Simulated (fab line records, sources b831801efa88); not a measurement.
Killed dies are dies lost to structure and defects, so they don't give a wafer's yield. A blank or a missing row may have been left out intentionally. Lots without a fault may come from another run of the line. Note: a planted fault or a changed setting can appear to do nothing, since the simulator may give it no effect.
fab line records ; flow sky130 ; part 1 of 2: steps 1 to 28 of 40
record: lots: 5; wafers: 15; lastDay: 48
route steps=708 shown METAL4@635 VIA4@639 METAL5@661
lots with no fault: from the same line, run without faults
startH: hours from the record's first day to the start of the lot's first wafer shown ; waitH: time in hours since the lot's previous step ; " unchanged from the row above ; L1.1+2: one row covering several wafers at once ; - value missing, or start not given ; * or withheld: withheld ; < > ~ a bound
route shown NAME@n: a module of which the file shows steps, and the number in the route of the first ; usual: mean/standard deviation taken from wafers without a fault ; same: alike in all rows ; chamber/n: place in a boat ; sites: readings site by site ; _std_site: how widely they spread, as a standard deviation ; _edge_site: outer sites' mean less inner sites' ; radiusMm: for every site, how far away it sits from the centre of the wafer ; mask NAME#n: copy n ; behind: the tool/chamber that last shaped the wafer ; hold: what put the lot on hold/how long, in hours/how the hold closed ; device: the n, p or np transistor that did not switch ; end of line: tests of these same wafers at the route's end ; step lacking rows: just its recipe ; killed: dies that structure and defects cost at the first sort, which is not the same as the wafer's yield ; map: the dies of a wafer, with x for killed, . for not killed, _ for no die there
set.NAME: the run value of the setting; set.NAME@STEP: its run value at that earlier step ; model.NAME: the simulator's own value behind a step, which no gauge read
lots at some steps of the route; a table a step, a row a wafer
services: when a tool's chamber went out of use (startH, in hours from the record's first day, below 0 if earlier), for how many hours, and the reason
== steps ==
step: SKY_METAL4_STRIP_19
recipe: chemistry: O2/N2; powerW: 1400; pressureMtorr: 1500; platenTempC: withheld; o2FlowSccm: 3000; n2FlowSccm: 300; overashFraction: 0.5
usual: chamberPressureMTorr: 1499.8/1.4; drypumpMotorCurrentA: 5.6/0.38; oesProductAu: 0.503/0.005; stripTimeToEndpointS: 6.54/0.045
lot.wafer;tool;chamber;startH;waitH;chamberPressureMTorr;drypumpMotorCurrentA;oesProductAu;rfHoursCounterH;stripTimeToEndpointS
L075.1;plasmaAsher-03;0;984.96;0.1;1498.5;4.9;0.502;114;6.53
L075.4;plasmaAsher-03;0;984.96;0.1;1500.2;4.9;0.505;-;6.48
L075.5;plasmaAsher-03;0;984.96;0.1;1499.7;4.9;0.501;-;6.50
L076.3;plasmaAsher-03;1;996.54;0.1;1501.7;5.8;0.501;-;6.48
L076.4;plasmaAsher-03;0;996.54;0.1;1497.7;4.9;0.491;-;6.46
L076.6;plasmaAsher-03;0;996.54;0.1;1499.1;4.9;0.502;-;6.56
L081.1;plasmaAsher-03;1;1026.36;0.1;1498.6;5.8;0.501;118;6.50
L081.2;plasmaAsher-03;0;1026.36;0.1;1498.2;4.9;0.501;118;6.55
L081.4;plasmaAsher-03;0;1026.36;0.1;1500.1;4.9;0.507;-;6.58
L082.2;plasmaAsher-04;0;1036.31;0.1;1500.6;5.8;0.503;60;6.57
L082.5;plasmaAsher-04;0;1036.31;0.1;1498.9;5.8;0.505;-;6.56
L082.6;plasmaAsher-04;1;1036.31;0.1;1501.9;6.0;0.503;-;6.56
L085.2;plasmaAsher-04;1;1057.51;0.1;1502.3;6.0;0.502;62;6.52
L085.5;plasmaAsher-04;0;1057.51;0.1;1500.6;5.8;0.506;-;6.52
L085.6;plasmaAsher-04;1;1057.51;0.1;1500.9;6.0;0.508;-;6.60
step: SKY_METAL4_STRIP_20
recipe: chemistry: postEtchResidueRemover; timeS: 1200; tempC: 72.5
same: timeS: 1200
lot.wafer;tool;chamber;startH;waitH
L075.1+4+5;wetBench-02;0;985.06;0.1
L076.3+4+6;wetBench-03;1;996.61;0.0
L081.1+2+4;wetBench-02;3;1026.46;0.1
L082.2+5+6;wetBench-03;0;1036.41;0.1
L085.2+5+6;wetBench-04;0;1057.61;0.1
step: SKY_METAL4_CLEAN_21
recipe: chemistry: IPA; timeS: 180; tempC: 25
same: timeS: 180
lot.wafer;tool;chamber;startH;waitH
L075.1+4+5;wetBench-04;0;985.40;0.0
L076.3+4+6;wetBench-02;3;997.02;0.0
L081.1+2+4;wetBench-04;1;1026.80;0.0
L082.2+5+6;wetBench-04;0;1036.75;0.0
L085.2+5+6;wetBench-02;1;1057.95;0.0
step: SKY_METAL4_CLEAN_22
recipe: chemistry: O3/DIW; dry: n2Spin
lot.wafer;tool;chamber;startH;waitH
L075.1+4+5;wetBench-02;1;985.46;0.0
L076.3+4+6;wetBench-04;0;997.08;0.0
L081.1+2+4;wetBench-03;0;1026.86;0.0
L082.2+5+6;wetBench-03;0;1036.81;0.0
L085.2+5+6;wetBench-02;2;1058.01;0.0
step: SKY_VIA4_HDPCVD_00
recipe: material: SiO2; targetThkNm: 1750; sigmaOpenFrac: 0.3; timeS: 291.7; tempC: 400; sih4FlowSccm: 60; pressureMtorr: 6
same: timeS: 291.7
lot.wafer;tool;chamber;startH;waitH
L075.1+4+5;hdpcvd-01;2,1,0;985.55;0.0
L076.3+4+6;hdpcvd-01;2,1,2;997.18;0.0
L081.1+2+4;hdpcvd-01;1,2,0;1026.95;0.0
L082.2+5+6;hdpcvd-02;1,1,0;1036.90;0.0
L085.2+5+6;hdpcvd-02;0,1,2;1058.11;0.0
step: SKY_VIA4_THK_MEAS_01
recipe: reads: SiO2_of_VIA4_HDPCVD_00
usual: VIA4_HDPCVD_THK: 1766/12
lot.wafer;tool;chamber;startH;waitH;VIA4_HDPCVD_THK[nm]
L075.1;filmMetro-02;-;985.73;0.1;1777
L075.4;filmMetro-02;-;985.73;0.1;1769
L075.5;filmMetro-02;-;985.73;0.1;1755
L076.3;filmMetro-02;-;997.38;0.1;1764
L076.4;filmMetro-02;-;997.38;0.1;1762
L076.6;filmMetro-02;-;997.38;0.1;1765
L081.1;filmMetro-02;-;1027.13;0.1;1774
L081.2;filmMetro-02;-;1027.13;0.1;1770
L081.4;filmMetro-02;-;1027.13;0.1;1776
L082.2;filmMetro-02;-;1037.09;0.1;1753
L082.5;filmMetro-02;-;1037.09;0.1;1762
L082.6;filmMetro-02;-;1037.09;0.1;1769
L085.2;filmMetro-02;-;1058.30;0.1;1776
L085.5;filmMetro-02;-;1058.30;0.1;1766
L085.6;filmMetro-02;-;1058.30;0.1;1773
step: SKY_VIA4_CMP_02
recipe: material: SiO2; downForcePsi: 4; platenRpm: 60; padVelocityMS: 0.94248
usual: headPressurePsi: 4.000/0.0085; motorCurrentA: 12.0/1.8; retainingRingPressureFrac: 0.999/0.0048
lot.wafer;tool;chamber;startH;waitH;headPressurePsi;motorCurrentA;retainingRingPressureFrac
L075.4;cmp-02;0;985.79;0.0;4.013;11.3;1.002
L075.1;cmp-02;3;985.79;0.0;4.011;14.0;0.999
L075.5;cmp-02;1;985.79;0.0;4.009;13.0;1.000
L076.3;cmp-02;2;997.42;0.0;3.996;14.5;0.999
L076.4;cmp-02;1;997.42;0.0;3.998;12.5;0.993
L076.6;cmp-02;2;997.42;0.0;3.994;13.6;0.997
L081.2;cmp-01;2;1027.19;0.0;3.998;13.8;1.003
L081.4;cmp-01;0;1027.19;0.0;3.992;9.8;0.993
L081.1;cmp-01;1;1027.19;0.0;4.010;12.8;1.003
L082.2;cmp-02;0;1037.29;0.2;4.006;11.6;0.995
L082.6;cmp-02;1;1037.29;0.2;3.996;13.3;1.001
L082.5;cmp-02;2;1037.29;0.2;4.007;13.7;1.006
L085.2;cmp-01;0;1058.45;0.1;3.998;9.7;0.998
L085.5;cmp-01;2;1058.45;0.1;3.988;12.6;0.996
L085.6;cmp-01;3;1058.45;0.1;4.013;9.5;0.998
step: SKY_VIA4_BOW_MEAS_03
recipe: mode: bow
usual: VIA4_BOW: 81/7
lot.wafer;tool;chamber;startH;waitH;VIA4_BOW[um]
L075.1;filmMetro-03;-;986.09;0.1;78
L075.4;filmMetro-03;-;986.09;0.1;74
L075.5;filmMetro-03;-;986.09;0.1;75
L076.3;filmMetro-01;-;997.76;0.3;83
L076.4;filmMetro-01;-;997.76;0.3;79
L076.6;filmMetro-01;-;997.76;0.3;84
L081.1;filmMetro-03;-;1027.49;0.1;70
L081.2;filmMetro-03;-;1027.49;0.1;74
L081.4;filmMetro-03;-;1027.49;0.1;68
L082.2;filmMetro-02;-;1037.46;0.1;68
L082.5;filmMetro-02;-;1037.46;0.1;86
L082.6;filmMetro-02;-;1037.46;0.1;84
L085.2;filmMetro-03;-;1058.67;0.2;80
L085.5;filmMetro-03;-;1058.67;0.2;92
L085.6;filmMetro-03;-;1058.67;0.2;101
step: SKY_VIA4_DEHYDRATE_04
recipe: tempC: 200; timeS: 60
same: timeS: 60
lot.wafer;tool;chamber;startH;waitH
L075.1+4+5;lithoTrack-04;0;996.48;10.4
L076.3+4+6;lithoTrack-04;0;1008.93;11.2
L081.1+2+4;lithoTrack-04;0;1038.28;10.8
L082.2+5+6;lithoTrack-01;0;1047.75;10.3
L085.2+5+6;lithoTrack-01;0;1069.00;10.3
step: SKY_VIA4_HMDS_05
recipe: primeTimeS: 60; primeTempC: 120
same: primeTimeS: 60
lot.wafer;tool;chamber;startH;waitH
L075.1+4+5;lithoTrack-04;0;996.63;0.1
L076.3+4+6;lithoTrack-04;0;1009.08;0.1
L081.1+2+4;lithoTrack-04;0;1038.43;0.1
L082.2+5+6;lithoTrack-01;0;1047.90;0.1
L085.2+5+6;lithoTrack-01;0;1069.15;0.1
step: SKY_VIA4_COAT_06
recipe: resist: NOVOLAK; spinRpm: 3000; resistThkNm: 1140
lot.wafer;tool;chamber;startH;waitH
L075.1+4+5;lithoTrack-04;0;996.78;0.1
L076.3+4+6;lithoTrack-04;0;1009.23;0.1
L081.1+2+4;lithoTrack-04;0;1038.58;0.1
L082.2+5+6;lithoTrack-01;0;1048.05;0.1
L085.2+5+6;lithoTrack-01;0;1069.30;0.1
step: SKY_VIA4_SOFTBAKE_07
recipe: tempC: 90; timeS: 60; resist: NOVOLAK
same: timeS: 60
lot.wafer;tool;chamber;startH;waitH
L075.1+4+5;lithoTrack-04;0;996.93;0.1
L076.3+4+6;lithoTrack-04;0;1009.38;0.1
L081.1+2+4;lithoTrack-04;0;1038.73;0.1
L082.2+5+6;lithoTrack-01;0;1048.20;0.1
L085.2+5+6;lithoTrack-01;0;1069.45;0.1
step: SKY_VIA4_EXPOSE_08
recipe: maskId: VIM4; na: 0.6; sourceShape: conventional; sigmaOuter: 0.6; polarization: unpolarized; targetCdNm: 800; doseMj: 132
usual: focusOffsetNm: -0.1/0.52; stageVelMmS: 500.07/0.24
lot.wafer;tool;chamber;startH;waitH;mask;focusOffsetNm;stageVelMmS
L075.1;ilineStepper-02;0;-;-;VIM4#0;0.0;499.99
L075.4;ilineStepper-02;0;-;-;VIM4#0;0.1;500.48
L075.5;ilineStepper-02;0;-;-;VIM4#0;-0.7;499.84
L076.3;ilineStepper-01;0;-;-;VIM4#0;0.1;500.10
L076.4;ilineStepper-01;0;-;-;VIM4#0;0.5;499.97
L076.6;ilineStepper-01;0;-;-;VIM4#0;-0.4;500.23
L081.1;ilineStepper-02;0;-;-;VIM4#0;0.6;499.67
L081.2;ilineStepper-02;0;-;-;VIM4#0;0.4;499.71
L081.4;ilineStepper-02;0;-;-;VIM4#0;0.2;499.57
L082.2;ilineStepper-02;0;-;-;VIM4#0;-0.4;500.23
L082.5;ilineStepper-02;0;-;-;VIM4#0;-0.4;500.12
L082.6;ilineStepper-02;0;-;-;VIM4#0;-0.2;500.01
L085.2;ilineStepper-01;0;-;-;VIM4#0;0.6;500.37
L085.5;ilineStepper-01;0;-;-;VIM4#0;-0.9;500.39
L085.6;ilineStepper-01;0;-;-;VIM4#0;-0.8;500.15
step: SKY_VIA4_PEB_09
recipe: tempC: withheld; timeS: *; resist: NOVOLAK
same: timeS: *
lot.wafer;tool;chamber;startH;waitH
L075.1+4+5;lithoTrack-04;0;-;-
L076.3+4+6;lithoTrack-03;0;-;-
L081.1+2+4;lithoTrack-01;0;-;-
L082.2+5+6;lithoTrack-04;0;-;-
L085.2+5+6;lithoTrack-04;0;-;-
step: SKY_VIA4_DEVELOP_10
recipe: resist: NOVOLAK; developer: TMAH; developTimeS: 60; devTempC: 23
lot.wafer;tool;chamber;startH;waitH
L075.1+4+5;lithoTrack-04;0;1008.38;0.1
L076.3+4+6;lithoTrack-03;0;1020.32;0.1
L081.1+2+4;lithoTrack-01;0;1049.27;0.1
L082.2+5+6;lithoTrack-04;0;1058.65;0.1
L085.2+5+6;lithoTrack-04;0;1080.25;0.1
step: SKY_VIA4_OVL_MEAS_11
usual: VIA4_OVL: -0.1/1.6
lot.wafer;tool;chamber;startH;waitH;VIA4_OVL[nm]
L075.1;overlay-02;-;1008.53;0.1;4.9
L075.4;overlay-02;-;1008.53;0.1;2.2
L075.5;overlay-02;-;1008.53;0.1;1.5
L076.3;overlay-01;-;1020.43;0.1;-1.5
L076.4;overlay-01;-;1020.43;0.1;-1.3
L076.6;overlay-01;-;1020.43;0.1;-1.4
L081.1;overlay-01;-;1049.42;0.1;1.1
L081.2;overlay-01;-;1049.42;0.1;0.2
L081.4;overlay-01;-;1049.42;0.1;-2.1
L082.2;overlay-01;-;1058.79;0.1;-0.6
L082.5;overlay-01;-;1058.79;0.1;-0.9
L082.6;overlay-01;-;1058.79;0.1;0.2
L085.2;overlay-01;-;1080.39;0.1;1.5
L085.5;overlay-01;-;1080.39;0.1;-1.1
L085.6;overlay-01;-;1080.39;0.1;0.8
step: SKY_VIA4_ETCH_12
recipe: target: SiO2; chemistry: C4F8/O2/Ar; stopOn: TiN; maskMaterial: NOVOLAK; sourceW: 1500; biasW: 1200; pressureMtorr: 40; c4f8FlowSccm: withheld; O2_flow_sccm: 6; Ar_flow_sccm: 300; timeS: withheld; targetDepthA: 5800
usual: chamberPressureMTorr: 40.00/0.038; oesProductAu: 0.926/0.005
lot.wafer;tool;chamber;startH;waitH;chamberPressureMTorr;oesProductAu
L075.1;rieDiel-01;1;1008.57;0.0;39.96;0.933
L075.4;rieDiel-01;2;1008.57;0.0;39.96;0.933
L075.5;rieDiel-01;2;1008.57;0.0;39.99;0.928
L076.3;rieDiel-04;0;1020.46;0.0;40.10;0.925
L076.4;rieDiel-04;1;1020.46;0.0;40.03;0.922
L076.6;rieDiel-04;2;1020.46;0.0;40.03;0.921
L081.1;rieDiel-04;3;1049.46;0.0;40.03;0.927
L081.2;rieDiel-04;0;1049.46;0.0;39.98;0.920
L081.4;rieDiel-04;2;1049.46;0.0;39.98;0.928
L082.2;rieDiel-04;3;1058.82;0.0;40.02;0.926
L082.5;rieDiel-04;1;1058.82;0.0;39.99;0.934
L082.6;rieDiel-04;2;1058.82;0.0;40.02;0.928
L085.2;rieDiel-01;1;1080.42;0.0;39.98;0.923
L085.5;rieDiel-01;0;1080.42;0.0;40.04;0.929
L085.6;rieDiel-01;1;1080.42;0.0;39.99;0.926
step: SKY_VIA4_STRIP_13
recipe: chemistry: O2/N2; powerW: 1400; pressureMtorr: 1500; platenTempC: withheld; o2FlowSccm: 3000; n2FlowSccm: 300; overashFraction: 0.5
usual: chamberPressureMTorr: 1500.0/1.4; drypumpMotorCurrentA: 5.84/0.1; oesProductAu: 0.710/0.0046; stripTimeToEndpointS: 12.799/0.025
lot.wafer;tool;chamber;startH;waitH;chamberPressureMTorr;drypumpMotorCurrentA;oesProductAu;rfHoursCounterH;stripTimeToEndpointS
L075.1;plasmaAsher-04;0;1008.64;-;1499.7;5.81;0.715;58;12.808
L075.4;plasmaAsher-04;1;1008.64;-;1499.0;6.02;0.707;-;12.789
L075.5;plasmaAsher-04;0;1008.64;-;1501.8;5.78;0.707;-;12.806
L076.3;plasmaAsher-04;1;1020.56;-;1499.4;6.00;0.712;-;12.756
L076.4;plasmaAsher-04;0;1020.56;-;1499.9;5.80;0.704;-;12.838
L076.6;plasmaAsher-04;1;1020.56;-;1500.4;6.01;0.708;-;12.843
L081.1;plasmaAsher-02;1;1049.53;-;1501.3;5.79;0.713;96;12.838
L081.2;plasmaAsher-02;0;1049.53;-;1498.9;5.73;0.714;96;12.797
L081.4;plasmaAsher-02;0;1049.53;-;1499.5;5.71;0.714;-;12.794
L082.2;plasmaAsher-01;1;1058.89;-;1499.4;5.93;0.709;32;12.817
L082.5;plasmaAsher-01;0;1058.89;-;1500.4;5.85;0.711;-;12.800
L082.6;plasmaAsher-01;1;1058.89;-;1497.9;5.95;0.712;-;12.802
L085.2;plasmaAsher-02;0;1080.49;-;1500.3;5.71;0.707;99;12.817
L085.5;plasmaAsher-02;0;1080.49;-;1500.8;5.70;0.716;-;12.788
L085.6;plasmaAsher-02;1;1080.49;-;1498.0;5.79;0.708;-;12.817
step: SKY_VIA4_STRIP_14
recipe: chemistry: postEtchResidueRemover; timeS: 1200; tempC: 72.5
same: timeS: 1200
lot.wafer;tool;chamber;startH;waitH
L075.1+4+5;wetBench-02;3;1008.74;0.1
L076.3+4+6;wetBench-02;0;1020.63;0.0
L081.1+2+4;wetBench-02;3;1049.63;0.1
L082.2+5+6;wetBench-02;1;1058.99;0.1
L085.2+5+6;wetBench-02;3;1080.59;0.1
step: SKY_VIA4_CLEAN_15
recipe: chemistry: IPA; timeS: 180; tempC: 25
same: timeS: 180
lot.wafer;tool;chamber;startH;waitH
L075.1+4+5;wetBench-04;2;1009.11;0.0
L076.3+4+6;wetBench-04;3;1020.97;0.0
L081.1+2+4;wetBench-01;0;1049.97;0.0
L082.2+5+6;wetBench-02;2;1059.36;0.0
L085.2+5+6;wetBench-01;2;1080.93;0.0
step: SKY_VIA4_CLEAN_16
recipe: chemistry: O3/DIW; dry: n2Spin
lot.wafer;tool;chamber;startH;waitH
L075.1+4+5;wetBench-02;2;1009.17;0.0
L076.3+4+6;wetBench-02;0;1021.03;0.0
L081.1+2+4;wetBench-02;2;1050.04;0.0
L082.2+5+6;wetBench-02;2;1059.42;0.0
L085.2+5+6;wetBench-01;2;1080.99;0.0
step: SKY_VIA4_SPUTTER_17
recipe: material: TiN; targetThkNm: 20; chamberPressurePa: 5; powerW: 4000; timeS: 80
usual: throttleValvePct: 30.1/0.95
same: timeS: 80
lot.wafer;tool;chamber;startH;waitH;throttleValvePct
L075.1;pvdSputter-03;-;1009.27;0.0;29.0
L075.4;pvdSputter-03;-;1009.27;0.0;30.5
L075.5;pvdSputter-03;-;1009.27;0.0;30.7
L076.3;pvdSputter-03;-;1021.12;0.0;29.0
L076.4;pvdSputter-03;-;1021.12;0.0;30.8
L076.6;pvdSputter-03;-;1021.12;0.0;30.6
L081.1;pvdSputter-04;-;1050.13;0.0;31.6
L081.2;pvdSputter-04;-;1050.13;0.0;29.3
L081.4;pvdSputter-04;-;1050.13;0.0;28.8
L082.2;pvdSputter-04;-;1059.52;0.0;29.5
L082.5;pvdSputter-04;-;1059.52;0.0;29.5
L082.6;pvdSputter-04;-;1059.52;0.0;29.0
L085.2;pvdSputter-03;-;1081.08;0.0;29.0
L085.5;pvdSputter-03;-;1081.08;0.0;30.6
L085.6;pvdSputter-03;-;1081.08;0.0;29.2
step: SKY_VIA4_CVD_18
recipe: material: W; targetThkNm: 505; timeS: 152.14; tempC: 400; pressureTorr: 40
usual: heaterPowerW: 875/17
same: timeS: 152.14
lot.wafer;tool;chamber;startH;waitH;heaterPowerW
L075.1;cvdW-01;1;1009.33;0.0;871
L075.4;cvdW-01;1;1009.33;0.0;863
L075.5;cvdW-01;0;1009.33;0.0;887
L076.3;cvdW-01;0;1021.23;0.1;877
L076.4;cvdW-01;1;1021.23;0.1;891
L076.6;cvdW-01;1;1021.23;0.1;876
L081.1;cvdW-01;0;1050.19;0.0;878
L081.2;cvdW-01;1;1050.19;0.0;875
L081.4;cvdW-01;1;1050.19;0.0;859
L082.2;cvdW-02;0;1059.59;0.0;880
L082.5;cvdW-02;0;1059.59;0.0;862
L082.6;cvdW-02;1;1059.59;0.0;871
L085.2;cvdW-02;1;1081.14;0.0;835
L085.5;cvdW-02;1;1081.14;0.0;862
L085.6;cvdW-02;0;1081.14;0.0;868
step: SKY_VIA4_RS_MEAS_19
recipe: thkMeasGauge: four-point-probe; reads: W_of_VIA4_CVD_18+TiN_of_VIA4_SPUTTER_17
usual: VIA4_W_RS: 0.226/0.0043
lot.wafer;tool;chamber;startH;waitH;VIA4_W_RS[ohm/sq]
L075.1;filmMetro-03;-;1009.48;0.1;0.227
L075.4;filmMetro-03;-;1009.48;0.1;0.226
L075.5;filmMetro-03;-;1009.48;0.1;0.227
L076.3;filmMetro-01;-;1021.38;0.1;0.230
L076.4;filmMetro-01;-;1021.38;0.1;0.229
L076.6;filmMetro-01;-;1021.38;0.1;0.229
L081.1;filmMetro-03;-;1050.34;0.1;0.230
L081.2;filmMetro-03;-;1050.34;0.1;0.227
L081.4;filmMetro-03;-;1050.34;0.1;0.229
L082.2;filmMetro-03;-;1059.76;0.1;0.218
L082.5;filmMetro-03;-;1059.76;0.1;0.221
L082.6;filmMetro-03;-;1059.76;0.1;0.228
L085.2;filmMetro-01;-;1081.35;0.2;0.231
L085.5;filmMetro-01;-;1081.35;0.2;0.232
L085.6;filmMetro-01;-;1081.35;0.2;0.221
step: SKY_VIA4_THK_MEAS_20
recipe: thkMeasGauge: xrf; reads: W_of_VIA4_CVD_18
usual: VIA4_W_THK: 505/10
lot.wafer;tool;chamber;startH;waitH;VIA4_W_THK[nm]
L075.1;filmMetro-03;-;1009.60;0.1;503
L075.4;filmMetro-03;-;1009.60;0.1;503
L075.5;filmMetro-03;-;1009.60;0.1;498
L076.3;filmMetro-01;-;1021.48;0.1;496
L076.4;filmMetro-01;-;1021.48;0.1;499
L076.6;filmMetro-01;-;1021.48;0.1;498
L081.1;filmMetro-03;-;1050.46;0.1;500
L081.2;filmMetro-03;-;1050.46;0.1;504
L081.4;filmMetro-03;-;1050.46;0.1;498
L082.2;filmMetro-03;-;1059.87;0.1;521
L082.5;filmMetro-03;-;1059.87;0.1;514
L082.6;filmMetro-03;-;1059.87;0.1;497
L085.2;filmMetro-01;-;1081.46;0.1;492
L085.5;filmMetro-01;-;1081.46;0.1;495
L085.6;filmMetro-01;-;1081.46;0.1;516
step: SKY_VIA4_CMP_21
recipe: stopOn: SiO2; tOverpolishS: 25; downForcePsi: 3.5; platenRpm: 60; targetThkNm: 0; padVelocityMS: 0.94248
usual: headPressurePsi: 3.502/0.0077; motorCurrentA: 11.0/1.6; overpolishRunS: 24.999/0.0081; retainingRingPressureFrac: 1.000/0.0057; timeToEndpointS: 124/4.1
lot.wafer;tool;chamber;startH;waitH;headPressurePsi;motorCurrentA;overpolishRunS;retainingRingPressureFrac;timeToEndpointS
L075.4;cmp-01;3;1009.66;0.0;3.513;8.6;24.989;1.003;124
L075.1;cmp-01;0;1009.66;0.0;3.510;8.9;25.000;0.999;119
L075.5;cmp-01;3;1009.66;0.0;3.505;8.0;25.007;1.001;120
L076.4;cmp-02;2;1021.52;0.0;3.506;12.9;25.001;1.002;126
L076.3;cmp-02;0;1021.52;0.0;3.495;10.3;24.998;1.008;127
L076.6;cmp-02;2;1021.52;0.0;3.500;12.8;25.001;0.996;124
L081.4;cmp-01;2;1050.57;0.1;3.490;12.2;25.002;1.005;116
L081.2;cmp-01;3;1050.57;0.1;3.495;8.2;24.996;0.991;121
L081.1;cmp-01;0;1050.57;0.1;3.495;8.9;25.004;1.005;120
L082.2;cmp-01;0;1060.02;0.1;3.502;9.0;25.008;1.001;126
L082.6;cmp-01;2;1060.02;0.1;3.499;12.0;25.000;1.000;116
L082.5;cmp-01;3;1060.02;0.1;3.509;8.9;25.011;0.999;125
L085.2;cmp-01;0;1081.51;0.0;3.492;8.8;25.001;1.003;124
L085.5;cmp-01;0;1081.51;0.0;3.508;8.9;25.009;0.997;122
L085.6;cmp-01;1;1081.51;0.0;3.509;12.0;24.987;1.009;125
step: SKY_METAL5_SPUTTER_00
recipe: material: Ti; targetThkNm: 15; powerW: 3000; timeS: 10; chamberPressurePa: 0.4
usual: throttleValvePct: 30.1/0.93
same: timeS: 10
lot.wafer;tool;chamber;startH;waitH;throttleValvePct
L075.1;pvdSputter-01;-;1009.96;0.2;29.4
L075.4;pvdSputter-01;-;1009.96;0.2;30.3
L075.5;pvdSputter-01;-;1009.96;0.2;30.4
L076.3;pvdSputter-01;-;1021.82;0.1;30.3
L076.4;pvdSputter-01;-;1021.82;0.1;31.5
L076.6;pvdSputter-01;-;1021.82;0.1;31.0
L081.1;pvdSputter-03;-;1050.82;0.1;29.4
L081.2;pvdSputter-03;-;1050.82;0.1;31.2
L081.4;pvdSputter-03;-;1050.82;0.1;29.0
L082.2;pvdSputter-01;-;1060.22;0.1;29.6
L082.5;pvdSputter-01;-;1060.22;0.1;29.6
L082.6;pvdSputter-01;-;1060.22;0.1;31.2
L085.2;pvdSputter-03;-;1081.81;0.2;30.8
L085.5;pvdSputter-03;-;1081.81;0.2;30.8
L085.6;pvdSputter-03;-;1081.81;0.2;29.2
step: SKY_METAL5_SPUTTER_01
recipe: material: TiN; targetThkNm: 20; powerW: 6500; timeS: 16.7; chamberPressurePa: 0.4
usual: throttleValvePct: 30.1/0.94
same: timeS: 16.7
lot.wafer;tool;chamber;startH;waitH;throttleValvePct
L075.1;pvdSputter-01;-;1009.98;0.0;29.5
L075.4;pvdSputter-01;-;1009.98;0.0;30.3
L075.5;pvdSputter-01;-;1009.98;0.0;30.4
L076.3;pvdSputter-01;-;1021.84;0.0;30.2
L076.4;pvdSputter-01;-;1021.84;0.0;31.4
L076.6;pvdSputter-01;-;1021.84;0.0;31.0
L081.1;pvdSputter-03;-;1050.84;0.0;29.1
L081.2;pvdSputter-03;-;1050.84;0.0;31.0
L081.4;pvdSputter-03;-;1050.84;0.0;28.8
L082.2;pvdSputter-01;-;1060.24;0.0;29.7
L082.5;pvdSputter-01;-;1060.24;0.0;29.6
L082.6;pvdSputter-01;-;1060.24;0.0;30.6
L085.2;pvdSputter-03;-;1081.83;0.0;30.7
L085.5;pvdSputter-03;-;1081.83;0.0;30.3
L085.6;pvdSputter-03;-;1081.83;0.0;29.2
